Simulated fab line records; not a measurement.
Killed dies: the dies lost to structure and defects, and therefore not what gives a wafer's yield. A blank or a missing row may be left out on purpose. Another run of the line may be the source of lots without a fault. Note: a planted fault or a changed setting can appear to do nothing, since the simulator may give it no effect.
fab line records	flow sky130
record: lots: 6	wafers: 18	last-day: 50
route steps=708 shown METAL1@446 VIA1@458
lots that met no fault: taken from a fault-free run of the same line
start-h: start of the lot's first displayed wafer, in hours after the record's first day	wait-h: hours from the lot's prior step to this one	" identical to the entry in the row above	L1.1+2: a row that stands for several wafers	- no value present, or no start provided	* or withheld: withheld	< > ~ a bound
route shown NAME@n: NAME is a module with steps in the file, n the number in the route of the first one	usual: average and standard deviation across the fault-free wafers	same: alike in all rows	chamber/n: place in a boat	sites: per-site readings	_std_site: the values' standard deviation	_edge_site: mean of outer sites minus mean of inner sites	radius-mm: for every site, how far away it sits from the centre of the wafer	mask NAME#n: copy n	behind: tool/chamber where the wafer was last shaped	hold: why the lot was held/for how many hours/how that ended	device: the transistor (n, p or np) that didn't switch	end of line: at the end of the route, the tests of the same wafers	where a step has no rows: the recipe by itself	killed: the dies lost at the first sort to structure and to defects; this is not the yield of the wafer	map: shows each die of a wafer: x if killed, . if not, _ if none is there
set.NAME: the setting the step ran with; set.NAME@STEP: the setting that earlier step ran with	model.NAME: the simulator's own value behind a step, which no gauge read
lots at selected steps of the route; one table per step, one row per wafer
services: from which hour (start-h, from the record's first day; less than 0 if before it) a tool's chamber was out of use, for how many hours, and why
== steps ==
step: SKY_METAL1_EXPOSE_12
recipe: mask-id: MM1	na: 0.8	source-shape: annular	sigma-inner: 0.55	sigma-outer: 0.85	target-cd-nm: 140	dose-mj: 28
step: SKY_METAL1_PEB_13
recipe: peb-temp-c: withheld	peb-time-s: withheld	resist: KrF-thick
step: SKY_METAL1_DEVELOP_14
recipe: develop-time-s: 60	resist: KrF-thick	dev-temp-c: 21
step: SKY_METAL1_CD_MEAS_15
recipe: target-cd-nm: 140
usual: cd-nm: 139.4/1.6
lot.wafer	tool	chamber	start-h	wait-h	cd-nm
L444.1	cd-sem-02	-	764.58	-	139.8
L444.2	"	-	"	"	139.7
L444.3	"	-	"	"	139.6
L445.1	cd-sem-02	-	783.93	-	141.6
L445.3	"	-	"	"	141.3
L445.4	"	-	"	"	140.1
L454.2	cd-sem-02	-	846.70	-	142.0
L454.4	"	-	"	"	141.4
L454.6	"	-	"	"	141.9
L459.1	cd-sem-02	-	884.77	-	142.9
L459.2	"	-	"	"	142.6
L459.5	"	-	"	"	144.1
L461.4	cd-sem-02	-	905.14	-	139.5
L461.5	"	-	"	"	139.0
L461.6	"	-	"	"	138.9
L466.2	cd-sem-02	-	929.24	-	139.2
L466.3	"	-	"	"	139.5
L466.5	"	-	"	"	141.9
step: SKY_METAL1_OVL_MEAS_16
usual: METAL1_OVL: -2/4.1
lot.wafer	tool	chamber	start-h	wait-h	METAL1_OVL[nm]
L444.1	overlay-02	-	764.70	0.1	-2
L444.2	"	-	"	"	0
L444.3	"	-	"	"	-2
L445.1	overlay-02	-	784.05	0.1	-3
L445.3	"	-	"	"	-2
L445.4	"	-	"	"	-3
L454.2	overlay-02	-	846.81	0.1	-9
L454.4	"	-	"	"	-5
L454.6	"	-	"	"	-6
L459.1	overlay-02	-	884.89	0.1	1
L459.2	"	-	"	"	-5
L459.5	"	-	"	"	-2
L461.4	overlay-02	-	905.22	0.1	-3
L461.5	"	-	"	"	0
L461.6	"	-	"	"	-3
L466.2	overlay-01	-	929.35	0.1	-8
L466.3	"	-	"	"	-4
L466.5	"	-	"	"	-5
step: SKY_METAL1_DESCUM_17
recipe: chemistry: O2	source-power-w: 150	bias-power-w: 0	pressure-mtorr: 10	temp-c: 40	time-s: 8
usual: drypump-motor-current-A: 5.7/0.35	oes-product-au: 1.002/0.0083	temp-c: 40.01/0.1
lot.wafer	tool	chamber	start-h	wait-h	drypump-motor-current-A	oes-product-au	rf-hours-counter-h	temp-c
L444.1	rie-metal-02	1	764.74	0.0	6.0	0.987	4	40.08
L444.2	"	0	"	"	5.1	1.003	1	40.23
L444.3	"	1	"	"	6.0	0.995	-	40.10
L445.1	rie-metal-03	0	784.09	0.0	6.1	0.997	8	39.94
L445.3	"	1	"	"	5.9	1.004	-	40.16
L445.4	"	0	"	"	6.1	1.012	-	40.02
L454.2	rie-metal-02	0	846.84	0.0	5.1	1.009	3	40.08
L454.4	"	0	"	"	5.1	1.009	-	40.10
L454.6	"	1	"	"	6.0	1.011	-	40.11
L459.1	rie-metal-04	1	884.93	0.0	5.6	0.985	9	40.02
L459.2	"	0	"	"	5.6	0.989	11	39.93
L459.5	"	0	"	"	5.6	1.004	-	40.01
L461.4	rie-metal-02	1	905.25	0.0	6.0	1.013	-	39.91
L461.5	"	0	"	"	5.0	1.021	-	39.96
L461.6	"	1	"	"	6.0	1.007	-	40.16
L466.2	rie-metal-02	1	929.38	0.0	6.0	0.998	10	40.19
L466.3	"	1	"	"	6.0	1.000	-	39.98
L466.5	"	0	"	"	5.0	1.012	-	40.06
step: SKY_METAL1_ETCH_18
recipe: chemistry: N2/H2	target: BARC	ion-energy-ev: 200	bias-w: 100	pressure-mtorr: 30	n2-flow-sccm: 100	h2-flow-sccm: 200	icp-w: 500	stop-on: SiO2	time-s: 45.9	target-depth-a: 600
usual: drypump-motor-current-A: 5.7/0.36	oes-product-au: 0.855/0.0051	throttle-valve-pct: 13.225/0.0085
lot.wafer	tool	chamber	start-h	wait-h	drypump-motor-current-A	oes-product-au	rf-hours-counter-h	throttle-valve-pct
L444.1	rie-metal-02	1	764.77	0.0	6.0	0.843	4	13.231
L444.2	"	0	"	"	5.1	0.853	1	13.227
L444.3	"	1	"	"	6.0	0.851	-	13.215
L445.1	rie-metal-03	0	784.12	0.0	6.1	0.866	8	13.220
L445.3	"	1	"	"	5.9	0.864	-	13.222
L445.4	"	0	"	"	6.1	0.848	-	13.223
L454.2	rie-metal-02	0	846.88	0.0	5.1	0.854	3	13.242
L454.4	"	0	"	"	5.0	0.857	-	13.226
L454.6	"	1	"	"	6.0	0.857	-	13.233
L459.1	rie-metal-04	1	884.96	0.0	5.7	0.860	9	13.224
L459.2	"	0	"	"	5.6	0.848	11	13.227
L459.5	"	0	"	"	5.6	0.857	-	13.222
L461.4	rie-metal-02	1	905.29	0.0	6.0	0.853	-	13.232
L461.5	"	0	"	"	5.0	0.864	-	13.224
L461.6	"	1	"	"	6.0	0.855	-	13.235
L466.2	rie-metal-02	1	929.41	0.0	6.0	0.852	10	13.224
L466.3	"	1	"	"	6.0	0.856	-	13.220
L466.5	"	0	"	"	5.1	0.862	-	13.224
step: SKY_METAL1_METAL_ETCH_19
recipe: target-depth-a: 3600	stop-on: SiO2	over-etch-frac: 0.3	time-s: 78	chemistry: Cl2/BCl3	resist-sidewall-deg: 88	pressure-mtorr: 10	icp-w: 900	bias-w: 48.5	Cl2_flow_sccm: 60	bcl3-flow-sccm: 30
usual: drypump-motor-current-A: 5.7/0.36	oes-product-au: 0.855/0.0058	throttle-valve-pct: 22.263/0.009
lot.wafer	tool	chamber	start-h	wait-h	drypump-motor-current-A	oes-product-au	rf-hours-counter-h	throttle-valve-pct
L444.1	rie-metal-02	1	764.83	0.0	6.0	0.859	4	22.262
L444.2	"	0	"	"	5.1	0.849	1	22.266
L444.3	"	1	"	"	6.0	0.851	-	22.251
L445.1	rie-metal-03	0	784.18	0.0	6.1	0.855	8	22.264
L445.3	"	1	"	"	5.9	0.852	-	22.267
L445.4	"	0	"	"	6.1	0.850	-	22.278
L454.2	rie-metal-02	0	846.94	0.0	5.0	0.858	3	22.264
L454.4	"	0	"	"	5.1	0.848	-	22.251
L454.6	"	1	"	"	6.0	0.846	-	22.267
L459.1	rie-metal-04	1	885.02	0.0	5.6	0.850	9	22.257
L459.2	"	0	"	"	5.6	0.854	11	22.258
L459.5	"	0	"	"	5.6	0.847	-	22.261
L461.4	rie-metal-02	1	905.36	0.1	6.0	0.849	-	22.249
L461.5	"	0	"	"	5.1	0.848	-	22.257
L461.6	"	1	"	"	6.0	0.857	-	22.270
L466.2	rie-metal-02	1	929.47	0.0	6.0	0.846	10	22.256
L466.3	"	1	"	"	6.0	0.855	-	22.272
L466.5	"	0	"	"	5.0	0.858	-	22.274
step: SKY_METAL1_STRIP_20
recipe: chemistry: O2/N2	power-w: 1400	pressure-mtorr: 1500	platen-temp-c: withheld	o2-flow-sccm: 3000	n2-flow-sccm: 300	overash-fraction: 0.5
usual: drypump-motor-current-A: 5.57/0.15	o2-flow-sccm: 2999/9.9	oes-product-au: 0.342/0.005	strip-time-to-endpoint-s: 2.70/0.04
lot.wafer	tool	chamber	start-h	wait-h	drypump-motor-current-A	o2-flow-sccm	oes-product-au	rf-hours-counter-h	strip-time-to-endpoint-s
L444.1	plasma-asher-03	1	764.92	0.1	5.59	2987	0.344	32	2.67
L444.2	"	0	"	"	5.55	2996	0.341	32	2.64
L444.3	"	1	"	"	5.57	2994	0.329	-	2.65
L445.1	plasma-asher-01	1	784.27	0.1	5.52	2994	0.339	4	2.64
L445.3	"	1	"	"	5.52	2980	0.342	-	2.64
L445.4	"	0	"	"	5.57	3002	0.351	-	2.65
L454.2	plasma-asher-03	1	847.03	0.1	5.59	2992	0.347	39	2.68
L454.4	"	1	"	"	5.58	2989	0.345	-	2.68
L454.6	"	1	"	"	5.58	2996	0.343	-	2.70
L459.1	plasma-asher-04	1	885.11	0.1	5.34	2986	0.343	78	2.71
L459.2	"	0	"	"	5.80	2987	0.345	78	2.75
L459.5	"	0	"	"	5.83	3008	0.343	-	2.74
L461.4	plasma-asher-04	0	905.46	0.1	5.83	3025	0.337	-	2.71
L461.5	"	0	"	"	5.85	3005	0.344	-	2.68
L461.6	"	1	"	"	5.36	3003	0.353	-	2.71
L466.2	plasma-asher-03	1	929.56	0.1	5.57	3001	0.342	47	2.73
L466.3	"	1	"	"	5.58	2988	0.341	-	2.69
L466.5	"	0	"	"	5.55	3007	0.341	-	2.69
step: SKY_METAL1_STRIP_21
recipe: chemistry: post-etch-residue-remover	time-s: 1200	temp-c: 72.5
step: SKY_METAL1_CLEAN_22
recipe: chemistry: IPA	time-s: 180	temp-c: 25
step: SKY_METAL1_CLEAN_23
recipe: chemistry: O3/DIW	dry: n2-spin
step: SKY_VIA1_HDPCVD_00
recipe: material: SiO2	target-thk-nm: 1030	sigma-open-frac: 0.3	time-s: 171.7	temp-c: 400	sih4-flow-sccm: 60	pressure-mtorr: 6
usual: run-length-s: 199.7/0.52
lot.wafer	tool	chamber	start-h	wait-h	run-length-s	model.SiO2_of_VIA1_HDPCVD_00.thk-nm
L444.1	hdpcvd-02	2	765.56	0.0	199.4	1039
L444.2	"	0	"	"	198.5	1021
L444.3	"	1	"	"	199.5	1025
L445.1	hdpcvd-01	1	784.90	0.0	199.3	1035
L445.3	"	0	"	"	200.1	1040
L445.4	"	1	"	"	200.0	1030
L454.2	hdpcvd-02	2	847.63	0.0	199.8	1035
L454.4	"	2	"	"	182.9	925.9
L454.6	"	1	"	"	200.0	1036
L459.1	hdpcvd-02	0	885.72	0.0	181.9	926.9
L459.2	"	2	"	"	199.4	1030
L459.5	"	0	"	"	198.6	1018
L461.4	hdpcvd-01	2	906.08	0.1	200.0	1033
L461.5	"	0	"	"	199.6	1039
L461.6	"	1	"	"	200.1	1042
L466.2	hdpcvd-01	1	930.16	0.0	199.2	1036
L466.3	"	2	"	"	200.1	1028
L466.5	"	1	"	"	199.3	1039
step: SKY_VIA1_THK_MEAS_01
recipe: reads: SiO2_of_VIA1_HDPCVD_00
usual: VIA1_HDPCVD_THK: 1032/10
lot.wafer	tool	chamber	start-h	wait-h	VIA1_HDPCVD_THK[nm]
L444.1	film-metro-01	-	765.67	0.1	1039
L444.2	"	-	"	"	1022
L444.3	"	-	"	"	1025
L445.1	film-metro-04	-	785.07	0.1	1035
L445.3	"	-	"	"	1041
L445.4	"	-	"	"	1029
L454.2	film-metro-03	-	847.75	0.1	1034
L454.4	"	-	"	"	926
L454.6	"	-	"	"	1035
L459.1	film-metro-01	-	885.83	0.1	927
L459.2	"	-	"	"	1030
L459.5	"	-	"	"	1018
L461.4	film-metro-01	-	906.16	0.0	1033
L461.5	"	-	"	"	1039
L461.6	"	-	"	"	1042
L466.2	film-metro-01	-	930.28	0.1	1036
L466.3	"	-	"	"	1028
L466.5	"	-	"	"	1039
step: SKY_VIA1_CMP_02
recipe: material: SiO2	down-force-psi: 4	platen-rpm: 60	pad-velocity-m-s: 0.94248
usual: motor-current-A: 12.3/0.8	platen-rpm: 60.01/0.034	slurry-filter-dp-kPa: 13.51/0.14
lot.wafer	tool	chamber	start-h	wait-h	motor-current-A	platen-rpm	slurry-filter-dp-kPa
L444.2	cmp-01	3	765.73	0.0	12.1	60.00	13.50
L444.1	"	0	"	"	10.8	60.04	13.48
L444.3	"	1	"	"	12.3	59.99	13.57
L445.1	cmp-02	0	785.13	0.1	13.4	59.98	13.88
L445.3	"	1	"	"	11.9	60.03	13.32
L445.4	"	3	"	"	13.0	60.03	13.44
L454.4	cmp-02	0	847.85	0.1	12.3	59.99	13.37
L454.2	"	2	"	"	11.6	60.03	13.55
L454.6	"	0	"	"	13.1	60.02	13.58
L459.2	cmp-02	2	885.89	0.0	12.5	59.99	13.43
L459.1	"	0	"	"	13.3	60.04	13.40
L459.5	"	2	"	"	11.6	60.03	13.60
L461.4	cmp-02	2	906.19	0.0	12.6	60.07	13.55
L461.6	"	2	"	"	12.1	60.00	13.42
L461.5	"	3	"	"	13.3	59.97	13.48
L466.3	cmp-02	1	930.63	0.3	11.5	59.99	13.45
L466.2	"	2	"	"	11.7	60.01	13.72
L466.5	"	0	"	"	13.0	60.07	13.47
== services ==
tool	chamber	start-h	hours	kind
plasma-asher-01	0	742.75	-	clean
plasma-asher-01	1	742.75	-	clean
cmp-01	-	744.00	4.0	pm
cmp-01	-	748.00	-	consumable-replace:conditioner
cmp-01	-	748.00	-	consumable-replace:pad
hdpcvd-01	-	756.67	1.5	repair
cmp-01	-	758.75	1.3	repair
hdpcvd-01	2	767.88	36.3	repair
rie-metal-04	-	791.00	2.8	pm
plasma-asher-01	-	793.08	2.8	pm
rie-metal-03	-	816.32	1.4	pm
plasma-asher-03	-	827.67	14.6	pm
hdpcvd-02	-	831.40	6.0	pm
hdpcvd-02	-	898.17	1.1	repair
rie-metal-03	0	906.95	2.2	repair
rie-metal-04	0	908.29	1.8	repair
hdpcvd-01	-	911.80	1.4	repair
cmp-02	-	912.00	4.0	pm
cmp-02	-	916.00	-	consumable-replace:conditioner
cmp-02	-	916.00	-	consumable-replace:pad
cmp-01	-	918.50	5.3	pm
rie-metal-04	0	923.60	20.7	repair
cmp-01	-	926.55	3.8	repair
cmp-01	-	926.73	5.7	repair
== key ==
first-sign: step: SKY_VIA1_HDPCVD_00	reading: run-length-s	direction: down	sigmas: 33	usual: *	struck: *
effect: step: SKY_VIA1_THK_MEAS_01	reading: VIA1_HDPCVD_THK	direction: down	sigmas: 10	usual: 1032	struck: 926
model-effect: step: SKY_VIA1_HDPCVD_00	value: SiO2_of_VIA1_HDPCVD_00.thk-nm	without: 1027	struck: 926.4
met-at SKY_VIA1_HDPCVD_00
struck-wafers L454.4,L459.1
onset-between 765.56 847.63
fault: kind: process-parameter-drift	tool: hdpcvd-02	chamber: -	onset-h: 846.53	steps: SKY_VIA1_HDPCVD_00	channel: time-s	offset: *	shape: step	end-h: 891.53	scope: struck-wafers-only	acts-in: *	stated: *
